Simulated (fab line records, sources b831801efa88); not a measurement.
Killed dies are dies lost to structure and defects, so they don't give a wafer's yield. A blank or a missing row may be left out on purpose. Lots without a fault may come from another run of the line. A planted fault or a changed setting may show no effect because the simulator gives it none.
fab line records | flow gf180mcu | part 1 of 2: steps 1 to 30 of 39
record lots=5 wafers=15 last_day=33
route steps=602 shown M1@319 V1@335
lots that met no fault: from a run of the same line without faults
start_h: hours from the record's first day to the start of the lot's first wafer shown | wait_h: hours since the lot's step before | " the same as in the row above | L1.1+2: a row that stands for several wafers | - no value, or no start given | * or withheld: withheld | < > ~ a bound
route shown NAME@n: a module of which the file shows steps, and the number in the route of the first | usual: mean/standard deviation of fault-free wafers | same: alike in all rows | chamber/n: place in a boat | sites: the reading at each site | _std_site: their standard deviation | _edge_site: outer sites' mean less inner sites' | radius_mm: how far each site lies from the wafer's centre | mask NAME#n: copy n | behind: the tool/chamber that last shaped the wafer | hold: why the lot was held/for how many hours/how that ended | device: the transistor (n, p or np) that didn't switch | end of line: the same wafers' tests at the end of the route | a step without rows: its recipe alone | killed: dies lost to structure and defects at the first sort, not the wafer's yield | map: a wafer's dies, x killed, . not, _ none there
set.NAME: the setting as run; set.NAME@STEP: as run at that earlier step | model.NAME: the simulator's own value behind a step, which no gauge read
lots at some steps of the route; a table a step, a row a wafer
services: from which hour (start_h, from the record's first day; less than 0 if before it) a tool's chamber was out of use, for how many hours, and why
## steps
# step GF_M1_SPUTTER_04
# recipe material=TiN target_thk_nm=50 power_w=6389 time_s=41.7 chamber_pressure_pa=0.4
# usual throttle_valve_pct=30.2/1.4
# columns lot.wafer tool chamber start_h wait_h throttle_valve_pct
L081.2 pvd_sputter-03 - 438.67 0.0 29.3
L081.3 " - " " 29.7
L081.4 " - " " 29.4
L082.1 pvd_sputter-03 - 441.75 0.0 29.2
L082.2 " - " " 29.8
L082.6 " - " " 29.3
L084.3 pvd_sputter-03 - 455.19 0.0 33.1
L084.5 " - " " 29.3
L084.6 " - " " 33.0
L087.1 pvd_sputter-03 - 479.87 0.0 30.2
L087.2 " - " " 33.4
L087.6 " - " " 29.5
L092.1 pvd_sputter-03 - 516.65 0.0 29.2
L092.3 " - " " 30.1
L092.4 " - " " 32.9
# step GF_M1_RS_MEAS_05
# recipe thk_meas_gauge=four-point-probe reads=TiN_of_M1_SPUTTER_04+Ti_of_M1_SPUTTER_03+AlCu_of_M1_SPUTTER_02+TiN_of_M1_SPUTTER_01+Ti_of_M1_SPUTTER_00
# usual M1_ALCU_RS=0.0697/0.00068
# columns lot.wafer tool chamber start_h wait_h M1_ALCU_RS[ohm/sq]
L081.2 film_metro-02 - 438.80 0.1 0.0710
L081.3 " - " " 0.0705
L081.4 " - " " 0.0705
L082.1 film_metro-03 - 441.79 0.0 0.0696
L082.2 " - " " 0.0693
L082.6 " - " " 0.0700
L084.3 film_metro-03 - 455.27 0.1 0.0694
L084.5 " - " " 0.0693
L084.6 " - " " 0.0691
L087.1 film_metro-01 - 479.91 0.0 0.0697
L087.2 " - " " 0.0701
L087.6 " - " " 0.0699
L092.1 film_metro-03 - 516.69 0.0 0.0694
L092.3 " - " " 0.0703
L092.4 " - " " 0.0699
# step GF_M1_THK_MEAS_06
# recipe thk_meas_gauge=xrf reads=AlCu_of_M1_SPUTTER_02
# usual M1_ALCU_THK=452/5.3
# columns lot.wafer tool chamber start_h wait_h M1_ALCU_THK[nm]
L081.2 film_metro-02 - 438.91 0.1 446
L081.3 " - " " 449
L081.4 " - " " 447
L082.1 film_metro-03 - 441.91 0.1 452
L082.2 " - " " 457
L082.6 " - " " 452
L084.3 film_metro-03 - 455.37 0.1 456
L084.5 " - " " 457
L084.6 " - " " 457
L087.1 film_metro-01 - 480.03 0.1 451
L087.2 " - " " 444
L087.6 " - " " 452
L092.1 film_metro-03 - 516.81 0.1 454
L092.3 " - " " 450
L092.4 " - " " 450
# step GF_M1_DEHYDRATE_07
# recipe temp_c=200 time_s=60
# usual heater_power_total_W=160.37/0.12
# columns lot.wafer tool chamber start_h wait_h heater_power_total_W
L081.2 litho_track-02 0 450.66 11.7 160.11
L081.3 " 0 " " 160.42
L081.4 " 0 " " 160.24
L082.1 litho_track-02 0 453.84 11.9 160.20
L082.2 " 0 " " 160.31
L082.6 " 0 " " 160.54
L084.3 litho_track-02 0 466.39 11.0 160.32
L084.5 " 0 " " 160.19
L084.6 " 0 " " 160.47
L087.1 litho_track-04 0 491.13 11.1 160.32
L087.2 " 0 " " 160.15
L087.6 " 0 " " 160.42
L092.1 litho_track-02 0 527.63 10.8 160.53
L092.3 " 0 " " 160.26
L092.4 " 0 " " 160.29
# step GF_M1_HMDS_08
# recipe prime_time_s=60 prime_temp_c=120
# columns lot.wafer tool chamber start_h wait_h
L081.2+3+4 litho_track-02 0 450.81 0.1
L082.1+2+6 litho_track-02 0 453.99 0.1
L084.3+5+6 litho_track-02 0 466.54 0.1
L087.1+2+6 litho_track-04 0 491.28 0.1
L092.1+3+4 litho_track-02 0 527.78 0.1
# step GF_M1_COAT_09
# recipe resist=KrF spin_rpm=withheld resist_thk_nm=1000
# columns lot.wafer tool chamber start_h wait_h
L081.2+3+4 litho_track-02 0 450.96 0.1
L082.1+2+6 litho_track-02 0 454.14 0.1
L084.3+5+6 litho_track-02 0 466.69 0.1
L087.1+2+6 litho_track-04 0 491.43 0.1
L092.1+3+4 litho_track-02 0 527.93 0.1
# step GF_M1_SOFTBAKE_10
# recipe temp_c=130 time_s=60 resist=KrF
# usual heater_power_total_W=93.05/0.065
# columns lot.wafer tool chamber start_h wait_h heater_power_total_W
L081.2 litho_track-02 0 451.11 0.1 93.06
L081.3 " 0 " " 93.01
L081.4 " 0 " " 92.89
L082.1 litho_track-02 0 454.29 0.1 93.13
L082.2 " 0 " " 93.11
L082.6 " 0 " " 93.04
L084.3 litho_track-02 0 466.84 0.1 93.03
L084.5 " 0 " " 93.10
L084.6 " 0 " " 92.95
L087.1 litho_track-04 0 491.58 0.1 93.04
L087.2 " 0 " " 93.09
L087.6 " 0 " " 93.06
L092.1 litho_track-02 0 528.08 0.1 93.15
L092.3 " 0 " " 93.07
L092.4 " 0 " " 93.09
# step GF_M1_EXPOSE_11
# recipe mask_id=Metal1 target_cd_nm=230 na=0.68 source_shape=conventional sigma_outer=0.6 dose_mj=28
# columns lot.wafer tool chamber start_h wait_h mask
L081.2+3+4 krf_scanner-01 0 - - Metal1#0
L082.1+2+6 krf_scanner-01 0 - - Metal1#0
L084.3+5+6 krf_scanner-02 0 - - Metal1#0
L087.1+2+6 krf_scanner-01 0 - - Metal1#0
L092.1+3+4 krf_scanner-01 0 - - Metal1#0
# step GF_M1_PEB_12
# recipe peb_temp_c=135 peb_time_s=90 resist=KrF
# usual heater_power_total_W=85.70/0.09
# columns lot.wafer tool chamber start_h wait_h heater_power_total_W
L081.2 litho_track-04 0 - - 85.84
L081.3 " 0 " " 85.83
L081.4 " 0 " " 85.60
L082.1 litho_track-04 0 - - 85.61
L082.2 " 0 " " 85.61
L082.6 " 0 " " 85.81
L084.3 litho_track-04 0 - - 85.77
L084.5 " 0 " " 85.74
L084.6 " 0 " " 85.77
L087.1 litho_track-02 0 - - 85.78
L087.2 " 0 " " 85.72
L087.6 " 0 " " 85.74
L092.1 litho_track-04 0 - - 85.61
L092.3 " 0 " " 85.86
L092.4 " 0 " " 85.68
# step GF_M1_DEVELOP_13
# recipe develop_time_s=60 dev_temp_c=21
# columns lot.wafer tool chamber start_h wait_h
L081.2+3+4 litho_track-04 0 463.60 0.2
L082.1+2+6 litho_track-04 0 465.88 0.2
L084.3+5+6 litho_track-04 0 478.63 0.1
L087.1+2+6 litho_track-02 0 502.88 0.2
L092.1+3+4 litho_track-04 0 539.23 0.2
# step GF_M1_CD_MEAS_14
# recipe target_cd_nm=230
# usual cd_nm=230.0/1.3
# columns lot.wafer tool chamber start_h wait_h cd_nm
L081.2 cd_sem-02 - 463.75 0.1 230.1
L081.3 " - " " 230.0
L081.4 " - " " 229.4
L082.1 cd_sem-01 - 466.03 0.1 230.2
L082.2 " - " " 229.3
L082.6 " - " " 230.6
L084.3 cd_sem-02 - 478.77 0.1 230.9
L084.5 " - " " 230.7
L084.6 " - " " 232.1
L087.1 cd_sem-02 - 503.03 0.1 227.9
L087.2 " - " " 229.5
L087.6 " - " " 228.6
L092.1 cd_sem-02 - 539.38 0.1 229.8
L092.3 " - " " 230.5
L092.4 " - " " 229.4
# step GF_M1_OVL_MEAS_15
# usual M1_OVL=-2/5.5
# columns lot.wafer tool chamber start_h wait_h M1_OVL[nm]
L081.2 overlay-02 - 463.85 0.1 -1
L081.3 " - " " -10
L081.4 " - " " 3
L082.1 overlay-02 - 466.15 0.1 1
L082.2 " - " " -6
L082.6 " - " " -7
L084.3 overlay-02 - 478.86 0.1 -13
L084.5 " - " " 3
L084.6 " - " " -2
L087.1 overlay-01 - 503.15 0.1 -3
L087.2 " - " " -4
L087.6 " - " " 1
L092.1 overlay-02 - 539.50 0.1 -7
L092.3 " - " " -7
L092.4 " - " " 2
# step GF_M1_METAL_ETCH_16
# recipe chemistry=Cl2/BCl3 mask_material=KrF target_depth_nm=627.5 stop_on=SiO2 pressure_mtorr=8 icp_w=800 bias_w=140 Cl2_flow_sccm=80 bcl3_flow_sccm=40 time_s=104.6
# usual drypump_motor_current_A=5.4/0.42 oes_product_au=0.970/0.0056 throttle_valve_pct=28.252/0.011
# columns lot.wafer tool chamber start_h wait_h drypump_motor_current_A oes_product_au rf_hours_counter_h throttle_valve_pct
L081.2 rie_metal-04 0 463.88 0.0 5.4 0.961 8 28.248
L081.3 " 1 " " 6.3 0.961 - 28.250
L081.4 " 0 " " 5.4 0.967 - 28.261
L082.1 rie_metal-02 0 466.18 0.0 5.1 0.967 9 28.251
L082.2 " 1 " " 5.0 0.969 10 28.248
L082.6 " 1 " " 5.0 0.969 - 28.243
L084.3 rie_metal-04 1 478.92 0.1 6.3 0.973 - 28.252
L084.5 " 0 " " 5.3 0.970 - 28.240
L084.6 " 1 " " 6.4 0.973 - 28.252
L087.1 rie_metal-01 1 503.19 0.0 5.6 0.974 1 28.235
L087.2 " 0 " " 5.8 0.973 10 28.234
L087.6 " 0 " " 5.8 0.976 - 28.242
L092.1 rie_metal-04 0 539.53 0.0 5.4 0.971 10 28.253
L092.3 " 0 " " 5.4 0.973 - 28.253
L092.4 " 1 " " 6.3 0.970 - 28.254
# step GF_M1_STRIP_17
# recipe chemistry=O2/N2 power_w=1400 pressure_mtorr=1500 platen_temp_c=250 o2_flow_sccm=3000 n2_flow_sccm=300 overash_fraction=0.5
# usual drypump_motor_current_A=5.8/0.52 heater_power_w=328/30 oes_product_au=0.557/0.0052 strip_time_to_endpoint_s=7.86/0.049
# columns lot.wafer tool chamber start_h wait_h drypump_motor_current_A heater_power_w oes_product_au rf_hours_counter_h strip_time_to_endpoint_s
L081.2 plasma_asher-03 0 464.00 0.1 6.1 350 0.567 36 7.93
L081.3 " 0 " " 6.1 352 0.558 - 7.89
L081.4 " 1 " " 6.6 304 0.558 - 7.95
L082.1 plasma_asher-01 1 466.30 0.1 5.4 283 0.547 82 7.79
L082.2 " 0 " " 5.2 337 0.558 82 7.87
L082.6 " 0 " " 5.2 362 0.558 - 7.86
L084.3 plasma_asher-03 0 479.03 0.1 6.1 343 0.564 - 7.81
L084.5 " 1 " " 6.5 306 0.564 - 7.88
L084.6 " 0 " " 6.1 348 0.547 - 7.87
L087.1 plasma_asher-04 0 503.34 0.1 5.5 332 0.556 8 7.88
L087.2 " 1 " " 5.2 354 0.565 8 7.95
L087.6 " 1 " " 5.2 360 0.558 - 7.93
L092.1 plasma_asher-01 0 539.65 0.1 5.3 353 0.555 90 7.95
L092.3 " 1 " " 5.4 286 0.555 - 7.98
L092.4 " 0 " " 5.3 355 0.560 - 7.93
# step GF_M1_STRIP_18
# recipe chemistry=post_etch_residue_remover time_s=1200 temp_c=72.5
# usual bath_heat_duty_pct=13.7/1.1 temp_c=72.52/0.12
# columns lot.wafer tool chamber start_h wait_h bath_heat_duty_pct temp_c
L081.2 wet_bench-01 3 464.10 0.1 13.5 72.21
L081.3 " 3 " " 14.1 72.40
L081.4 " 3 " " 14.1 72.28
L082.1 wet_bench-02 1 466.40 0.1 13.5 72.43
L082.2 " 1 " " 13.0 72.43
L082.6 " 1 " " 14.6 72.46
L084.3 wet_bench-01 1 479.10 0.0 12.8 72.52
L084.5 " 1 " " 13.0 72.65
L084.6 " 1 " " 13.3 72.50
L087.1 wet_bench-01 2 503.44 0.1 13.3 72.63
L087.2 " 2 " " 14.0 72.63
L087.6 " 2 " " 15.0 72.46
L092.1 wet_bench-04 1 539.75 0.1 16.4 72.59
L092.3 " 1 " " 15.9 72.43
L092.4 " 1 " " 15.9 72.51
# step GF_M1_CLEAN_19
# recipe chemistry=DIW dry=n2_spin
# columns lot.wafer tool chamber start_h wait_h
L081.2+3+4 wet_bench-01 0 464.47 0.0
L082.1+2+6 wet_bench-04 0 466.80 0.0
L084.3+5+6 wet_bench-02 2 479.44 0.0
L087.1+2+6 wet_bench-02 2 503.78 0.0
L092.1+3+4 wet_bench-02 3 540.43 0.0
# step GF_V1_CVD_00
# recipe material=SiO2 target_thk_nm=600 sigma_open_frac=0.3 temp_c=400 time_s=100 sih4_flow_sccm=60 pressure_mtorr=6
# columns lot.wafer tool chamber start_h wait_h
L081.2+3+4 hdpcvd-02 2,1,2 464.57 0.0
L082.1+2+6 hdpcvd-02 2,0,1 466.89 0.0
L084.3+5+6 hdpcvd-02 1,1,2 479.64 0.0
L087.1+2+6 hdpcvd-01 1,2,2 503.88 0.0
L092.1+3+4 hdpcvd-01 1,2,1 540.53 0.0
# step GF_V1_THK_MEAS_01
# recipe reads=SiO2_of_V1_CVD_00
# usual V1_CVD_00_THK=601/5.8
# columns lot.wafer tool chamber start_h wait_h V1_CVD_00_THK[nm]
L081.2 film_metro-03 - 464.65 0.0 597
L081.3 " - " " 596
L081.4 " - " " 601
L082.1 film_metro-02 - 466.97 0.0 600
L082.2 " - " " 597
L082.6 " - " " 587
L084.3 film_metro-02 - 479.73 0.1 595
L084.5 " - " " 595
L084.6 " - " " 596
L087.1 film_metro-02 - 503.95 0.0 598
L087.2 " - " " 599
L087.6 " - " " 593
L092.1 film_metro-03 - 540.64 0.1 599
L092.3 " - " " 609
L092.4 " - " " 605
# step GF_V1_CVD_02
# recipe material=SiO2 target_thk_nm=850 precursor=TEOS temp_c=400 time_s=94.851 rf_w=600
# usual heater_power_w=704/140
# columns lot.wafer tool chamber start_h wait_h heater_power_w since_wet_clean_h
L081.2 pecvd-02 2 464.70 0.0 678 82
L081.3 " 0 " " 588 82
L081.4 " 0 " " 628 -
L082.1 pecvd-02 2 467.03 0.1 693 84
L082.2 " 1 " " 1046 84
L082.6 " 2 " " 559 -
L084.3 pecvd-02 0 479.77 0.0 648 97
L084.5 " 1 " " 858 -
L084.6 " 0 " " 657 -
L087.1 pecvd-02 2 504.01 0.1 595 121
L087.2 " 1 " " 934 121
L087.6 " 1 " " 1003 -
L092.1 pecvd-04 1 540.70 0.1 668 366
L092.3 " 0 " " 575 366
L092.4 " 2 " " 575 -
# step GF_V1_THK_MEAS_03
# recipe reads=SiO2_of_V1_CVD_02
# usual V1_CVD_02_THK=853/11
# columns lot.wafer tool chamber start_h wait_h V1_CVD_02_THK[nm]
L081.2 film_metro-04 - 464.78 0.0 838
L081.3 " - " " 837
L081.4 " - " " 842
L082.1 film_metro-04 - 467.10 0.0 853
L082.2 " - " " 852
L082.6 " - " " 851
L084.3 film_metro-04 - 479.86 0.1 851
L084.5 " - " " 878
L084.6 " - " " 853
L087.1 film_metro-02 - 504.08 0.0 829
L087.2 " - " " 843
L087.6 " - " " 862
L092.1 film_metro-04 - 540.77 0.0 853
L092.3 " - " " 850
L092.4 " - " " 869
# step GF_V1_CMP_04
# recipe material=SiO2 down_force_psi=4 platen_rpm=60 pad_velocity_m_s=0.94248
# usual motor_current_A=12.5/0.85 slurry_filter_dp_kPa=13.48/0.14 slurry_flow_ml_min=150.0/0.45 time_to_endpoint_s=84/5.2
# columns lot.wafer tool chamber start_h wait_h motor_current_A slurry_filter_dp_kPa slurry_flow_ml_min time_to_endpoint_s
L081.2 cmp-02 0 464.83 0.0 12.1 13.33 149.7 80
L081.4 " 1 " " 12.4 13.50 150.3 80
L081.3 " 2 " " 13.0 13.38 149.6 77
L082.2 cmp-02 0 467.16 0.0 12.0 13.31 150.3 83
L082.1 " 3 " " 13.8 13.57 150.5 84
L082.6 " 0 " " 11.7 13.36 149.9 85
L084.3 cmp-01 0 479.90 0.0 12.3 13.30 150.2 85
L084.5 " 0 " " 11.9 13.47 149.9 92
L084.6 " 1 " " 13.0 13.59 149.8 82
L087.1 cmp-02 0 504.14 0.1 12.2 13.51 150.3 79
L087.2 " 2 " " 14.3 13.52 151.0 87
L087.6 " 1 " " 12.8 13.68 150.4 93
L092.4 cmp-02 1 540.88 0.1 13.0 13.59 150.7 92
L092.1 " 2 " " 13.1 13.18 150.1 85
L092.3 " 3 " " 14.1 13.62 150.1 84
# step GF_V1_BOW_MEAS_05
# recipe mode=bow
# usual V1_BOW=80/7.2
# columns lot.wafer tool chamber start_h wait_h V1_BOW[um]
L081.2 film_metro-02 - 465.15 0.3 77
L081.3 " - " " 84
L081.4 " - " " 82
L082.1 film_metro-04 - 467.46 0.1 86
L082.2 " - " " 67
L082.6 " - " " 70
L084.3 film_metro-02 - 480.24 0.3 65
L084.5 " - " " 86
L084.6 " - " " 85
L087.1 film_metro-02 - 504.44 0.2 82
L087.2 " - " " 86
L087.6 " - " " 81
L092.1 film_metro-03 - 541.13 0.1 75
L092.3 " - " " 81
L092.4 " - " " 79
# step GF_V1_DEHYDRATE_06
# recipe temp_c=200 time_s=60
# usual heater_power_total_W=160.39/0.12
# columns lot.wafer tool chamber start_h wait_h heater_power_total_W
L081.2 litho_track-01 0 476.19 11.0 160.47
L081.3 " 0 " " 160.42
L081.4 " 0 " " 160.60
L082.1 litho_track-02 0 478.74 11.3 160.26
L082.2 " 0 " " 160.31
L082.6 " 0 " " 160.50
L084.3 litho_track-01 0 491.46 11.2 160.52
L084.5 " 0 " " 160.57
L084.6 " 0 " " 160.53
L087.1 litho_track-01 0 515.26 10.8 160.35
L087.2 " 0 " " 160.48
L087.6 " 0 " " 160.26
L092.1 litho_track-04 0 551.58 10.4 160.39
L092.3 " 0 " " 160.23
L092.4 " 0 " " 160.40
# step GF_V1_HMDS_07
# recipe prime_time_s=60 prime_temp_c=120
# columns lot.wafer tool chamber start_h wait_h
L081.2+3+4 litho_track-01 0 476.34 0.1
L082.1+2+6 litho_track-02 0 478.89 0.1
L084.3+5+6 litho_track-01 0 491.61 0.1
L087.1+2+6 litho_track-01 0 515.41 0.1
L092.1+3+4 litho_track-04 0 551.73 0.1
# step GF_V1_COAT_08
# recipe resist=BARC temp_c=withheld time_s=withheld spin_rpm=withheld resist_thk_nm=withheld
# columns lot.wafer tool chamber start_h wait_h
L081.2+3+4 litho_track-01 0 476.49 0.1
L082.1+2+6 litho_track-02 0 479.04 0.1
L084.3+5+6 litho_track-01 0 491.76 0.1
L087.1+2+6 litho_track-01 0 515.56 0.1
L092.1+3+4 litho_track-04 0 551.88 0.1
# step GF_V1_COAT_09
# recipe resist=KrF spin_rpm=withheld resist_thk_nm=1018
# columns lot.wafer tool chamber start_h wait_h
L081.2+3+4 litho_track-01 0 - -
L082.1+2+6 litho_track-02 0 - -
L084.3+5+6 litho_track-01 0 - -
L087.1+2+6 litho_track-01 0 - -
L092.1+3+4 litho_track-04 0 - -
# step GF_V1_SOFTBAKE_10
# recipe temp_c=130 time_s=60 resist=KrF
# usual heater_power_total_W=93.05/0.056
# columns lot.wafer tool chamber start_h wait_h heater_power_total_W
L081.2 litho_track-01 0 - - 92.94
L081.3 " 0 " " 93.01
L081.4 " 0 " " 93.14
L082.1 litho_track-02 0 - - 93.13
L082.2 " 0 " " 93.07
L082.6 " 0 " " 93.05
L084.3 litho_track-01 0 - - 93.05
L084.5 " 0 " " 93.08
L084.6 " 0 " " 93.03
L087.1 litho_track-01 0 - - 93.06
L087.2 " 0 " " 93.13
L087.6 " 0 " " 92.98
L092.1 litho_track-04 0 - - 93.06
L092.3 " 0 " " 93.14
L092.4 " 0 " " 93.08
# step GF_V1_EXPOSE_11
# recipe mask_id=Via1 target_cd_nm=260 na=0.68 source_shape=conventional sigma_outer=0.6 dose_mj=38
# columns lot.wafer tool chamber start_h wait_h mask
L081.2+3+4 krf_scanner-02 0 - - Via1#0
L082.1+2+6 krf_scanner-01 0 - - Via1#0
L084.3+5+6 krf_scanner-02 0 - - Via1#0
L087.1+2+6 krf_scanner-02 0 - - Via1#0
L092.1+3+4 krf_scanner-01 0 - - Via1#0
# step GF_V1_PEB_12
# recipe peb_temp_c=135 peb_time_s=90 resist=KrF
# usual heater_power_total_W=85.71/0.087
# columns lot.wafer tool chamber start_h wait_h heater_power_total_W
L081.2 litho_track-02 0 - - 85.79
L081.3 " 0 " " 85.66
L081.4 " 0 " " 85.74
L082.1 litho_track-01 0 - - 85.67
L082.2 " 0 " " 85.75
L082.6 " 0 " " 85.64
L084.3 litho_track-01 0 - - 85.75
L084.5 " 0 " " 85.64
L084.6 " 0 " " 85.72
L087.1 litho_track-04 0 - - 85.70
L087.2 " 0 " " 85.65
L087.6 " 0 " " 85.74
L092.1 litho_track-01 0 - - 85.67
L092.3 " 0 " " 85.68
L092.4 " 0 " " 85.68
# step GF_V1_DEVELOP_13
# recipe develop_time_s=60 resist=KrF dev_temp_c=21
# columns lot.wafer tool chamber start_h wait_h
L081.2+3+4 litho_track-02 0 488.81 0.2
L082.1+2+6 litho_track-01 0 491.26 0.2
L084.3+5+6 litho_track-01 0 503.56 0.1
L087.1+2+6 litho_track-04 0 527.03 0.2
L092.1+3+4 litho_track-01 0 562.76 0.2
